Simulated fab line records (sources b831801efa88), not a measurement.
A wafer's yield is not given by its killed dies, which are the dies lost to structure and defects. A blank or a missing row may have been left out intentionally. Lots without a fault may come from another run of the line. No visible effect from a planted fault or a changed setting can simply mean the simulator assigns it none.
A lot that was struck, set against a sound lot	flow sky130	15 out of 708 route steps
Sound: the wafers L987.1, L987.4, L987.5. The struck wafers were L974.2, L974.3, L974.4. At the end, the cause is stated.
Each step with rows lists, per side, the tool, then ch with its chambers, then its first start. Under that, the readings that differ: sound wafers	struck wafers	difference of the means	sigmas: that difference in standard deviations of wafers without a fault.
alike: readings whose means differ by less than 2 such deviations, and words and numbers that are the same on both sides. not compared: withheld readings, readings that some wafer has no value for, bounds like >300 that may hide the same value, and numbers for which the record gives no deviation and whose values overlap.
Wherever a step has rows on one side only, a row that says differs or no value, or a row with sigmas, the two part there. When numbers do not overlap yet have no deviation, they are printed without sigmas and do not part them. A reading that every wafer of one side lacks parts them only if that side has two wafers or more.

first, 3 steps without rows for these wafers: SKY_VIA2_CLEAN_18 (cleans in IPA, time 180 s); SKY_VIA2_CLEAN_19 (cleans in O3/DIW); SKY_VIA2_SPUTTER_20 (material TiN, target thk 20 nm, time 80 s).
SKY_VIA2_CVD_21: deposits W, target thk 420 nm, time 126.4 s.
  sound on cvd w-02 ch 0,1, day 42 13:37; struck on cvd w-02 ch 0,1, day 38 23:56
  alike: chamber pressure Torr, heater power outer w, heater power w
  not compared: since wet clean h
SKY_VIA2_RS_MEAS_22: uses a four-point probe to measure.
  sound: film metro-02 at day 42 13:45; struck: film metro-04 at day 39 00:05
  alike: VIA2_W_RS
SKY_VIA2_THK_MEAS_23: measures by xrf.
  sound: film metro-02 at day 42 13:52; struck: film metro-04 at day 39 00:11
  alike: VIA2_W_THK
SKY_VIA2_CMP_24: polishes, stops on SiO2, t overpolish 20 s, target thk 0 nm.
  sound on cmp-02 ch 0,2,3, day 42 13:59; struck on cmp-01 ch 0,2,3, day 39 04:35
  alike: head pressure psi, motor current A, overpolish run s, retaining ring pressure frac, time to endpoint s
SKY_METAL3_SPUTTER_00: material Ti, target thk 15 nm, time 10 s.
  sound: pvd sputter-03 at day 42 14:14; struck: pvd sputter-03 at day 39 04:53
  alike: throttle valve pct
then, 3 steps without rows for these wafers: SKY_METAL3_SPUTTER_01 (material TiN, target thk 20 nm, time 16.7 s); SKY_METAL3_SPUTTER_02 (material AlCu, target thk 735 nm, time 39.1 s); SKY_METAL3_SPUTTER_03 (material Ti, target thk 5 nm, time 3.3 s).
SKY_METAL3_SPUTTER_04: material TiN, target thk 70 nm, time 58.3 s.
  sound: pvd sputter-03 at day 42 14:20; struck: pvd sputter-03 at day 39 04:59
  alike: throttle valve pct
SKY_CAPM_CVD_00: deposits SiO2, target thk 15.5 nm.
  sound on pecvd-04 ch 0,1, day 42 14:23; struck on pecvd-01 ch 0,1, day 39 05:02
  no value came back on the struck wafers for heater power outer w (W), heater power w (W); on the sound wafers heater power outer w (W) reads 360 400 351
SKY_CAPM_SPUTTER_02: material TiN, target thk 200 nm, time 166.7 s.
  sound: pvd sputter-01 at day 42 14:28; struck: pvd sputter-04 at day 39 05:07
  alike: throttle valve pct
-- the record jumps here: 9 days lie between the struck wafers' starts before and after (it left off in module CAPM and takes up again in module PAD_OPEN, whose first step shown is number 708 of the route) --
SKY_PAD_OPEN_PROBE_99:
  rows exist in the record for the struck wafers here (prober-01, day 47 18:35), but not for the sound ones

## WHERE THEY PART
Last at SKY_PAD_OPEN_PROBE_99 as far as this record goes, first at SKY_CAPM_CVD_00.

WHY: whatever the simulator had introduced
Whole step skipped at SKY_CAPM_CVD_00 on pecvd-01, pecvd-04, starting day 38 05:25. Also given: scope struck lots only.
